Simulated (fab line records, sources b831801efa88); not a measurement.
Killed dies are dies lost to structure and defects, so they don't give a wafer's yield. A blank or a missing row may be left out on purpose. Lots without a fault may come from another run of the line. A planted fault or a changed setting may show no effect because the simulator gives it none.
A sampling plan put to the test | flow gf180mcu | one fab line, 53 faults that these records tell of, each judged on the records of the lots that it struck
The plan is the line's own looks: the steps of the route at which a gauge or an inspection reads the wafer and doesn't change it. A look can be judged if struck wafers have a number there and the file gives its usual mean and standard deviation on fault-free wafers. Caught: at a look after the fault's first step, the mean of the struck wafers lies 4 or more of those standard deviations (sigma) from the usual mean. On the tool: the same test on the tool's own readings at the fault's steps. Another recipe on the struck wafers, or a record that is blank for them alone, also counts as caught.

THE FAULTS, as the simulator had put them in
1. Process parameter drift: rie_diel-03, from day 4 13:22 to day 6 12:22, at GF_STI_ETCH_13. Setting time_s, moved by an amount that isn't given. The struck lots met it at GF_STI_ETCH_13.
2. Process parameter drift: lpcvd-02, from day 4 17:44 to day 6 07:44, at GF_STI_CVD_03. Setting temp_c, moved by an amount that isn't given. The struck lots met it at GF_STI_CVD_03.
3. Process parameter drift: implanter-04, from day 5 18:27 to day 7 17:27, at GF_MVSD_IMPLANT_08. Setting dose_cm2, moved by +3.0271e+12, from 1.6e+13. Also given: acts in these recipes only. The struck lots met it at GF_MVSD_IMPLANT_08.
4. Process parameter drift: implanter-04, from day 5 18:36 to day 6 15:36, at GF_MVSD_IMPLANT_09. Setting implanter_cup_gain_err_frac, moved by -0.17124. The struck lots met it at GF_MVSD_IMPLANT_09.
5. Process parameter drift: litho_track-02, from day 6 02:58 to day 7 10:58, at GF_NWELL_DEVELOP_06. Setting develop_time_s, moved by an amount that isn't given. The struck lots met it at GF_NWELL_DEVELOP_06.
6. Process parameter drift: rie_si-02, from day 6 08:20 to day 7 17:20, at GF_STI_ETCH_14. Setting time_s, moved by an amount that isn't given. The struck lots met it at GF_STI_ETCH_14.
7. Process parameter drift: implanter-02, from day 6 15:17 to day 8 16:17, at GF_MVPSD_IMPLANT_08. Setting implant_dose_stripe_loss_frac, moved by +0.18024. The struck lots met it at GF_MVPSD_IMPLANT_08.
8. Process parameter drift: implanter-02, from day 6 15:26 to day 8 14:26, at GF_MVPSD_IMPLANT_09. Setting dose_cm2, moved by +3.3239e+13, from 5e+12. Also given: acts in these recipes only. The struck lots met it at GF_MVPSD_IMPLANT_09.
9. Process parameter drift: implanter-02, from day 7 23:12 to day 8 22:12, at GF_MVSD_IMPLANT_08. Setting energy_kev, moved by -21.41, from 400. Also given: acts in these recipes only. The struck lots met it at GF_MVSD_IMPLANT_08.
10. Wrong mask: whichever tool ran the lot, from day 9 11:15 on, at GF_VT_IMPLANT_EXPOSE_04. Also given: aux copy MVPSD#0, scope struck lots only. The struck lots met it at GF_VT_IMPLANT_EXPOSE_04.
11. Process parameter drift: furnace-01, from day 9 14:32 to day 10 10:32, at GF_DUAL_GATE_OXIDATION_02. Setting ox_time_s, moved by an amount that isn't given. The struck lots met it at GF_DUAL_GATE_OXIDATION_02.
12. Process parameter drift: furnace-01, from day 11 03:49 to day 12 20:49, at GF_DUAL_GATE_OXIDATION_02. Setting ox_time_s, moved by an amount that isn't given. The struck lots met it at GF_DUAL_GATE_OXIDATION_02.
13. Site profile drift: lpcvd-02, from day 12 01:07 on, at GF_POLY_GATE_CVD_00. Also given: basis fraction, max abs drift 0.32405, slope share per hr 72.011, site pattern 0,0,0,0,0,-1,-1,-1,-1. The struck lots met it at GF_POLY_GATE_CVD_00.
14. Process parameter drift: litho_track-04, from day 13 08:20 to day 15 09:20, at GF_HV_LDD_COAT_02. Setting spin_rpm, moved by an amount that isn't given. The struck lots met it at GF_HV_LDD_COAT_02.
15. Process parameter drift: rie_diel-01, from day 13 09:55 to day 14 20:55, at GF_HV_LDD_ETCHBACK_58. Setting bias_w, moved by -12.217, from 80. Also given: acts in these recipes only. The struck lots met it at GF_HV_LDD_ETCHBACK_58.
16. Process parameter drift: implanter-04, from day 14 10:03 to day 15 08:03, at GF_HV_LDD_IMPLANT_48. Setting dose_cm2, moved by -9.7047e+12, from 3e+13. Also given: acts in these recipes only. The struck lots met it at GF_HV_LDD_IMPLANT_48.
17. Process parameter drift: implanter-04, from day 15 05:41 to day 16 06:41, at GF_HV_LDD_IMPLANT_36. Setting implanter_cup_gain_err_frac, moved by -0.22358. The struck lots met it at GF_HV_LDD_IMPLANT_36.
18. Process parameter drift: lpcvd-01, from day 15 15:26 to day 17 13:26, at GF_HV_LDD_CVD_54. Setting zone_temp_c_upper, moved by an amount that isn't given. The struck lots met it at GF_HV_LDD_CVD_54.
19. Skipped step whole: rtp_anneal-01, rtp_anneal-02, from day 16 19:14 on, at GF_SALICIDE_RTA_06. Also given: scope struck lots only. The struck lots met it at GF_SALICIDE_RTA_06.
20. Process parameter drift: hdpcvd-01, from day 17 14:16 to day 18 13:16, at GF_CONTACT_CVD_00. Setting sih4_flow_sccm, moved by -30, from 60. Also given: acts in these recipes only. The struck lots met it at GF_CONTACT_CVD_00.
21. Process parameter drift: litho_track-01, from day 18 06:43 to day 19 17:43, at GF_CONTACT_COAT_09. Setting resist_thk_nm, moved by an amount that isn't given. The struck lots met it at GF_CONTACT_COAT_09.
22. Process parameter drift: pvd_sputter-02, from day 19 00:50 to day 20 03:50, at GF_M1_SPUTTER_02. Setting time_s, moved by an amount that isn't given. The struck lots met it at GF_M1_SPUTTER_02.
23. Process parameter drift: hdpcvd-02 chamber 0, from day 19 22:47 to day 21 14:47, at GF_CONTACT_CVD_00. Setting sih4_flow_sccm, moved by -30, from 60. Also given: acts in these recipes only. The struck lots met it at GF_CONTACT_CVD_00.
24. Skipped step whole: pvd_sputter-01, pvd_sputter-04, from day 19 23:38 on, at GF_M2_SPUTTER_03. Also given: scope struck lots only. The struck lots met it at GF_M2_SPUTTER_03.
25. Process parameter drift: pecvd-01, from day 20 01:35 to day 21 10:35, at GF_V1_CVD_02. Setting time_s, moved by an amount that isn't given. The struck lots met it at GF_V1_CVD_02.
26. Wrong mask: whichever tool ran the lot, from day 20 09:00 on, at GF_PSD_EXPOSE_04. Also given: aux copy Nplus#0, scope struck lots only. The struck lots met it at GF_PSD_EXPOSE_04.
27. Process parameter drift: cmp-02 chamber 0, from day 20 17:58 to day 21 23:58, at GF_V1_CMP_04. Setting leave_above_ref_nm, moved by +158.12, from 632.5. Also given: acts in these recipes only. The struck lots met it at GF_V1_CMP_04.
28. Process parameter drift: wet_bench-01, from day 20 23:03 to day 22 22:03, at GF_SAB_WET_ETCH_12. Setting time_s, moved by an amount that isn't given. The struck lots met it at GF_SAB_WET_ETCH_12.
29. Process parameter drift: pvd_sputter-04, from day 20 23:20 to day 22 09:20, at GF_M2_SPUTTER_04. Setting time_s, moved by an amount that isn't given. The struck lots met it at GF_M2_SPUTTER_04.
30. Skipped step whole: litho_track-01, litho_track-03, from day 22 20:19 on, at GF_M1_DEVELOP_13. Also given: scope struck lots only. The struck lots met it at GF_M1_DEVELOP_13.
31. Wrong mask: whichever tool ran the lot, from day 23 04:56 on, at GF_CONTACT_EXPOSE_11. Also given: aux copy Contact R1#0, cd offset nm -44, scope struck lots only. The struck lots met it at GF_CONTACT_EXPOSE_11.
32. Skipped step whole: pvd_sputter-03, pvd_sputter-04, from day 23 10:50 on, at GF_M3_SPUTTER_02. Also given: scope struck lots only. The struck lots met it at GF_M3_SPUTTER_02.
33. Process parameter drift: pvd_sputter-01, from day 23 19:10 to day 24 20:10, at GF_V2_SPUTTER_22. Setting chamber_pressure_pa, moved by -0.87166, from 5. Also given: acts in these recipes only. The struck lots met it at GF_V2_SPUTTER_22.
34. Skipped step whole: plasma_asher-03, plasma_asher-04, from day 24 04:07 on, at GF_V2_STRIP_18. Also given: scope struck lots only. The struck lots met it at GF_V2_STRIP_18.
35. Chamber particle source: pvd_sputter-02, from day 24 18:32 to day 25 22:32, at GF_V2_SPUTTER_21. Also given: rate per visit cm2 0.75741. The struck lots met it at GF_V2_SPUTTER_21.
36. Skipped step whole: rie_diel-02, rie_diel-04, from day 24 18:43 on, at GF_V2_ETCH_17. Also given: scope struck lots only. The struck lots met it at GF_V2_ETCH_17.
37. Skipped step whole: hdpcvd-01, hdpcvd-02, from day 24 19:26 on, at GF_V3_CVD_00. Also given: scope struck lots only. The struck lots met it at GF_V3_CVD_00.
38. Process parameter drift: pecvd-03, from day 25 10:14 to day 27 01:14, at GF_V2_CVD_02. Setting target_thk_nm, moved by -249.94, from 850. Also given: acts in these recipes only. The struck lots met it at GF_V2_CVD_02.
39. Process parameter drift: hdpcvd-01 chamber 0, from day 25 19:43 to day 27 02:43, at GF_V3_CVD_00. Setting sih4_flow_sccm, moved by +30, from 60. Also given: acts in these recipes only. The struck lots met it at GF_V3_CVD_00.
40. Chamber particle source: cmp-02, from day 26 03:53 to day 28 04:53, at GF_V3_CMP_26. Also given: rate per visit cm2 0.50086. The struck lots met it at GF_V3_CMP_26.
41. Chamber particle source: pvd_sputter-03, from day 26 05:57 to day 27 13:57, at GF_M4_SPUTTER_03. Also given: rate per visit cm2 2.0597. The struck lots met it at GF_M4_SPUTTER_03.
42. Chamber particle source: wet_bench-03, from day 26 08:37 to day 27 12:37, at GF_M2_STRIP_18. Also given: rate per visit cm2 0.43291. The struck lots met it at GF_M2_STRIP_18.
43. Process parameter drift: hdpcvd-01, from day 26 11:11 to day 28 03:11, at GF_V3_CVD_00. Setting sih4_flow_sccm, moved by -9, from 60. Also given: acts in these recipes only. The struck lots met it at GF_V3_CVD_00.
44. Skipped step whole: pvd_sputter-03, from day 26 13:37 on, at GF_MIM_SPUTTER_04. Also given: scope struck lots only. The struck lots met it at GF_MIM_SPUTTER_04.
45. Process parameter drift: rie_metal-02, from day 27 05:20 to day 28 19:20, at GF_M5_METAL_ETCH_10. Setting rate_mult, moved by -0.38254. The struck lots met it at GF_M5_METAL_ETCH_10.
46. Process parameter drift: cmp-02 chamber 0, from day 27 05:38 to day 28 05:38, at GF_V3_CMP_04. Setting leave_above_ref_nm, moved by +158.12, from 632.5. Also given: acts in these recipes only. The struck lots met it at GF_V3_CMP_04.
47. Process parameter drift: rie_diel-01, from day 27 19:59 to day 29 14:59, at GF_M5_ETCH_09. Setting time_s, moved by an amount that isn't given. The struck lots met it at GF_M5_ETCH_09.
48. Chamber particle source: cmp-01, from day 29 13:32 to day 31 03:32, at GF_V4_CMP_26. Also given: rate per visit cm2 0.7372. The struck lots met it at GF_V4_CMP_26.
49. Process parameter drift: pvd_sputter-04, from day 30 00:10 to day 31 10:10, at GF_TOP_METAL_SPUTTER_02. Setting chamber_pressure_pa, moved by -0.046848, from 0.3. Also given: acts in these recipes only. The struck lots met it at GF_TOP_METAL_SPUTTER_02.
50. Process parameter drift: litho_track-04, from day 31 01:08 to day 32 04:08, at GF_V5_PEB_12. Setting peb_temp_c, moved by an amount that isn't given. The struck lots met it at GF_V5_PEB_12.
51. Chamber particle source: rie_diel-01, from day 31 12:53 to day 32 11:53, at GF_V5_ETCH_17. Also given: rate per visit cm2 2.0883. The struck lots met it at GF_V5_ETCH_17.
52. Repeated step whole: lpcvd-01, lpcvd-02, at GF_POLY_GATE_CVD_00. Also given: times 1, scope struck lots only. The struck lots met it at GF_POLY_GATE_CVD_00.
53. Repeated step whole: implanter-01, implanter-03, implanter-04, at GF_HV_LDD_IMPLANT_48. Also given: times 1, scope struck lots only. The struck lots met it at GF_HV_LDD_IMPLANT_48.

WHAT THE PLAN SAW
fault | on the tool itself                               | first look that catches it                      | reading, sigma                                                | median hours from its first step to that look | hours from the fault's start to the first struck lot there | judged looks passed uncaught
1     | run_length_s -99 or beyond sigma                 | no look after it can be judged                  | -                                                             | -                                             | -                                                          | 0
2     | susceptor_temp_C +24 sigma                       | GF_STI_THK_MEAS_04                              | STI_CVD_03_THK +25                                            | 2.0                                           | 5                                                          | 0
3     | dose_ions_cm2 +99 or beyond sigma                | GF_MVSD_TW_MEAS_11                              | MVSD_TW +10                                                   | 0.4                                           | 8                                                          | 0
4     | beam_on_s +9.5 sigma                             | GF_VT_IMPLANT_RS_MEAS_46                        | MVSD_RS -10                                                   | 80.6                                          | 88                                                         | 0
5     | no reading that can be judged                    | no look after it can be judged                  | -                                                             | -                                             | -                                                          | 0
6     | run_length_s -99 or beyond sigma                 | no look after it can be judged                  | -                                                             | -                                             | -                                                          | 0
7     | no reading that can be judged                    | GF_MVPSD_TW_MEAS_11                             | MVPSD_TW -6.9                                                 | 0.4                                           | 9                                                          | 0
8     | dose_ions_cm2 +99 or beyond sigma                | GF_MVPSD_TW_MEAS_11                             | MVPSD_TW +70                                                  | 0.2                                           | 9                                                          | 0
9     | beam_energy_keV -99 or beyond sigma              | none of the 2 looks that can be judged after it | strongest: MVSD_RS at GF_VT_IMPLANT_RS_MEAS_46, +3.6          | -                                             | -                                                          | 2
10    | no reading that can be judged                    | GF_VT_IMPLANT_TW_MEAS_10                        | VT_IMPLANT_TW -99 or beyond                                   | 7.8                                           | 11                                                         | 0
11    | under 2 sigma                                    | GF_DUAL_GATE_THK_MEAS_03                        | DUAL_GATE_OXIDATION_00_THK -8.1                               | 1.5                                           | 5                                                          | 0
12    | under 2 sigma                                    | GF_DUAL_GATE_THK_MEAS_03                        | DUAL_GATE_OXIDATION_00_THK +6.8                               | 1.5                                           | 4                                                          | 0
13    | under 2 sigma                                    | GF_POLY_GATE_THK_MEAS_01                        | POLY_GATE_CVD_00_THK -13                                      | 1.7                                           | 26                                                         | 0
14    | spin_speed_rpm +99 or beyond sigma               | no look after it can be judged                  | -                                                             | -                                             | -                                                          | 0
15    | bias_w -54 sigma                                 | none of the 6 looks that can be judged after it | -                                                             | -                                             | -                                                          | 6
16    | dose_ions_cm2 -99 or beyond sigma                | GF_HV_LDD_TW_MEAS_50                            | HV_LDD_4_TW -22                                               | 0.2                                           | 4                                                          | 0
17    | beam_on_s +15 sigma                              | not the one look that can be judged after it    | strongest: HV_LDD_3_TW at GF_HV_LDD_TW_MEAS_38, +3.7          | -                                             | -                                                          | 1
18    | spike_tc_upper_C +24 sigma                       | none of the 2 looks that can be judged after it | strongest: HV_LDD_CVD_54_THK at GF_HV_LDD_THK_MEAS_55, +2.3   | -                                             | -                                                          | 2
19    | the tool's record is blank for the struck wafers | no look after it can be judged                  | -                                                             | -                                             | -                                                          | 0
20    | sih4_flow_sccm -99 or beyond sigma               | GF_CONTACT_THK_MEAS_01                          | CONTACT_CVD_00_THK -52                                        | 0.0                                           | 1                                                          | 0
21    | no reading that can be judged                    | GF_CONTACT_CD_MEAS_14                           | cd_nm +4.3                                                    | 12.2                                          | 17                                                         | 0
22    | under 2 sigma                                    | GF_M1_RS_MEAS_05                                | M1_ALCU_RS -4.0                                               | 0.1                                           | 10                                                         | 0
23    | sih4_flow_sccm -99 or beyond sigma               | GF_CONTACT_THK_MEAS_01                          | CONTACT_CVD_00_THK -51                                        | 0.0                                           | 10                                                         | 0
24    | the tool's record is blank for the struck wafers | no look after it can be judged                  | -                                                             | -                                             | -                                                          | 0
25    | run_length_s +4.4 sigma                          | not the one look that can be judged after it    | strongest: V1_CVD_02_THK at GF_V1_THK_MEAS_03, +2.6           | -                                             | -                                                          | 1
26    | no reading that can be judged                    | GF_PSD_TW_MEAS_11                               | PSD_TW -99 or beyond                                          | 12.1                                          | 19                                                         | 0
27    | time_to_endpoint_s -8.6 sigma                    | not the one look that can be judged after it    | -                                                             | -                                             | -                                                          | 1
28    | run_length_s -99 or beyond sigma                 | no look after it can be judged                  | -                                                             | -                                             | -                                                          | 0
29    | under 2 sigma                                    | not the one look that can be judged after it    | strongest: M2_ALCU_THK at GF_M2_THK_MEAS_06, +2.7             | -                                             | -                                                          | 1
30    | no reading that can be judged                    | no look after it can be judged                  | -                                                             | -                                             | -                                                          | 0
31    | no reading that can be judged                    | GF_CONTACT_CD_MEAS_14                           | cd_nm -36                                                     | 11.1                                          | 15                                                         | 0
32    | the tool's record is blank for the struck wafers | GF_M3_RS_MEAS_05                                | M3_ALCU_RS +99 or beyond                                      | 0.1                                           | 3                                                          | 0
33    | chamber_pressure_pa -86 sigma                    | no look after it can be judged                  | -                                                             | -                                             | -                                                          | 0
34    | the tool's record is blank for the struck wafers | no look after it can be judged                  | -                                                             | -                                             | -                                                          | 0
35    | under 2 sigma                                    | no look after it can be judged                  | -                                                             | -                                             | -                                                          | 0
36    | the tool's record is blank for the struck wafers | no look after it can be judged                  | -                                                             | -                                             | -                                                          | 0
37    | the tool's record is blank for the struck wafers | no look after it can be judged                  | -                                                             | -                                             | -                                                          | 0
38    | under 2 sigma                                    | GF_V2_THK_MEAS_03                               | V2_CVD_02_THK -24                                             | 0.1                                           | 18                                                         | 0
39    | sih4_flow_sccm +99 or beyond sigma               | GF_V3_THK_MEAS_01                               | V3_CVD_00_THK +53                                             | 0.1                                           | 4                                                          | 0
40    | under 2 sigma                                    | no look after it can be judged                  | -                                                             | -                                             | -                                                          | 0
41    | under 2 sigma                                    | no look after it can be judged                  | -                                                             | -                                             | -                                                          | 0
42    | under 2 sigma                                    | no look after it can be judged                  | -                                                             | -                                             | -                                                          | 0
43    | sih4_flow_sccm -52 sigma                         | GF_V3_THK_MEAS_01                               | V3_CVD_00_THK -16                                             | 0.1                                           | 2                                                          | 0
44    | the tool's record is blank for the struck wafers | no look after it can be judged                  | -                                                             | -                                             | -                                                          | 0
45    | oes_product_au -41 sigma                         | no look after it can be judged                  | -                                                             | -                                             | -                                                          | 0
46    | time_to_endpoint_s -10 sigma                     | no look after it can be judged                  | -                                                             | -                                             | -                                                          | 0
47    | under 2 sigma                                    | no look after it can be judged                  | -                                                             | -                                             | -                                                          | 0
48    | under 2 sigma                                    | no look after it can be judged                  | -                                                             | -                                             | -                                                          | 0
49    | chamber_pressure_pa -76 sigma                    | not the one look that can be judged after it    | strongest: TOP_METAL_ALCU_RS at GF_TOP_METAL_RS_MEAS_05, -2.3 | -                                             | -                                                          | 1
50    | heater_power_total_W +35 sigma                   | GF_V5_CD_MEAS_14                                | cd_nm +5.1                                                    | 0.4                                           | 12                                                         | 0
51    | under 2 sigma                                    | no look after it can be judged                  | -                                                             | -                                             | -                                                          | 0
52    | under 2 sigma                                    | GF_POLY_GATE_THK_MEAS_01                        | POLY_GATE_CVD_00_THK +90                                      | 2.9                                           | -                                                          | 0
53    | under 2 sigma                                    | GF_HV_LDD_TW_MEAS_50                            | HV_LDD_4_TW +45                                               | 0.6                                           | -                                                          | 0
A dash: the fault isn't caught, or these records don't give the number.

Caught at a look: 23 of 53. Caught on the tool: 31 of 53. By one or the other: 43 of 53.
Caught on the tool alone: faults 1, 6, 9, 14, 15, 17, 18, 19, 24, 25, 27, 28, 33, 34, 36, 37, 44, 45, 46, 49.
Caught at a look alone: faults 7, 10, 11, 12, 13, 21, 22, 26, 31, 38, 52, 53.
Caught by neither: faults 5, 29, 30, 35, 40, 41, 42, 47, 48, 51.

THINNER SAMPLING
If the look that catches a fault measured only every second or every third lot, by lot number, the first struck lot would be measured this late in the worst case:
fault | struck lots at that look, in order of time | every lot | every second lot | every third lot
2     | L251, L252, L253                           | 5 h       | 10 h             | 15 h
3     | L836, L837                                 | 8 h       | 14 h             | may miss all 2
4     | L842, L843                                 | 88 h      | 95 h             | may miss all 2
7     | L161, L163                                 | 9 h       | may miss all 2   | may miss all 2
8     | L894, L896                                 | 9 h       | may miss all 2   | may miss all 2
10    | L793                                       | 11 h      | may miss it      | may miss it
11    | L179, L180                                 | 5 h       | 15 h             | may miss all 2
12    | L846, L848, L850                           | 4 h       | may miss all 3   | 29 h
13    | L131, L134                                 | 26 h      | 46 h             | may miss all 2
16    | L213, L214                                 | 4 h       | 13 h             | may miss all 2
20    | L959, L963                                 | 1 h       | may miss all 2   | may miss all 2
21    | L842                                       | 17 h      | may miss it      | may miss it
22    | L744                                       | 10 h      | may miss it      | may miss it
23    | L788, L790                                 | 10 h      | may miss all 2   | may miss all 2
26    | L603                                       | 19 h      | may miss it      | may miss it
31    | L345                                       | 15 h      | may miss it      | may miss it
32    | L445, L446                                 | 3 h       | 16 h             | may miss all 2
38    | L190, L192                                 | 18 h      | may miss all 2   | may miss all 2
39    | L449, L450, L451                           | 4 h       | 14 h             | 17 h
43    | L284, L285                                 | 2 h       | 13 h             | may miss all 2
50    | L293, L295                                 | 12 h      | may miss all 2   | may miss all 2
Hours are from the fault's start to the first struck lot that is measured. The limit of 4 sigma was tested on all struck wafers together, so one lot alone may lie under it. Other struck lots may not be in these records.

THE LONGEST TIMED WAY FROM STEP TO LOOK
Fault 4: a median of 80.6 hours passes between GF_MVSD_IMPLANT_09 and GF_VT_IMPLANT_RS_MEAS_46. No look between them can be judged.
